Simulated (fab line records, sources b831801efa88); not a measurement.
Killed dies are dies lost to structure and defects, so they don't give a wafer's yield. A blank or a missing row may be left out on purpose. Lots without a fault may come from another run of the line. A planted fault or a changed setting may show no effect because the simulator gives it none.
One fault seen from 2 desks | flow gf180mcu | each desk has only its own numbers; what lay behind them comes last

THE METROLOGY DESK
What the gauges read, lot by lot, whatever tool the lot ran on: means of the sampled wafers that have a number. A lot is out of limits, marked OUT, if its mean lies more than 4 standard deviations from the usual mean; the brackets give that distance.
Columns: A = POLY_GATE_CVD_00_THK at GF_POLY_GATE_THK_MEAS_01, usual 199.5 nm; B = cd_nm at GF_POLY_GATE_CD_MEAS_18, usual 279.8 nm
lot  | first seen here | A               | B
L203 | day 8 17:38     | 199.6           | 279.6
L204 | day 9 14:44     | 202.6           | 279.6
L210 | day 10 18:24    | 266.7 (+40) OUT | 275.9
L211 | day 11 02:12    | 198.6           | 279.5
L215 | day 12 07:29    | 197.4           | 280.1
L217 | day 12 16:58    | 200.3           | 281.4
L219 | day 13 08:14    | 197.1           | 278.4
L220 | day 13 16:13    | 199.6           | 278.4
L221 | day 13 22:34    | 201.3           | 277.5
L222 | day 14 05:41    | 199.1           | 281.8
L223 | day 14 11:57    | 199.3           | 281.7
L224 | day 14 21:31    | 201.0           | 280.8
This desk's finding: out of limits on L210; first on L210, day 10 18:24 (POLY_GATE_CVD_00_THK at GF_POLY_GATE_THK_MEAS_01). In limits: L203, L204, L211, L215, L217, L219, L220, L221, L222, L223, L224.

THE TOOL OWNER'S DESK: lpcvd-01
The tool's own readings at GF_POLY_GATE_CVD_00 (deposits poly-Si, target thk 200 nm, time 1200 s): means of the sampled wafers that have a number, for each lot that ran on this tool. A lot is out of limits, marked OUT, if its mean lies more than 4 standard deviations from the usual mean; the brackets give that distance.
Columns: A = spike_tc_bottom_C at GF_POLY_GATE_CVD_00, usual 640.7 C; B = spike_tc_centre_C at GF_POLY_GATE_CVD_00, usual 621.5 C; C = spike_tc_lower_C at GF_POLY_GATE_CVD_00, usual 619.8 C; D = spike_tc_top_C at GF_POLY_GATE_CVD_00, usual 638.3 C; E = spike_tc_upper_C at GF_POLY_GATE_CVD_00, usual 619.8 C; F = susceptor_temp_C at GF_POLY_GATE_CVD_00, usual 620.05 C
lot  | first seen here | A                | B                | C               | D                | E                | F
L204 | day 9 13:23     | 639.1            | 622.3            | 620.6           | 640.8            | 620.0            | 620.08
L210 | day 10 17:03    | 652.5 (+4.4) OUT | 634.9 (+9.6) OUT | 633.7 (+11) OUT | 652.2 (+7.0) OUT | 633.5 (+8.6) OUT | 632.68 (+44) OUT
L220 | day 13 14:52    | 638.0            | 622.7            | 620.7           | 639.5            | 620.8            | 620.51
L221 | day 13 21:14    | 639.8            | 623.4            | 621.5           | 640.0            | 619.8            | 619.95
L222 | day 14 04:20    | 638.9            | 620.8            | 620.4           | 636.4            | 620.4            | 620.22
This desk's finding: out of limits on L210; first on L210, day 10 17:03 (spike_tc_bottom_C at GF_POLY_GATE_CVD_00). In limits: L204, L220, L221, L222.

PUT TOGETHER
The tool owner's desk could have raised an alarm at day 10 17:03, on L210.
The metrology desk could have raised an alarm at day 10 18:24, on L210.
Of the lots named, all ran GF_POLY_GATE_CVD_00 on lpcvd-01.

WHAT THE SIMULATOR HAD PUT IN
Process parameter drift: lpcvd-01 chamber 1, from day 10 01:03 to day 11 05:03, at GF_POLY_GATE_CVD_00. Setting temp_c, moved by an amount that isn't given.
Lots struck among those shown: L210.
Hours from the fault's start to each desk's first reading out of limits: the tool owner's desk, 16; the metrology desk, 17.
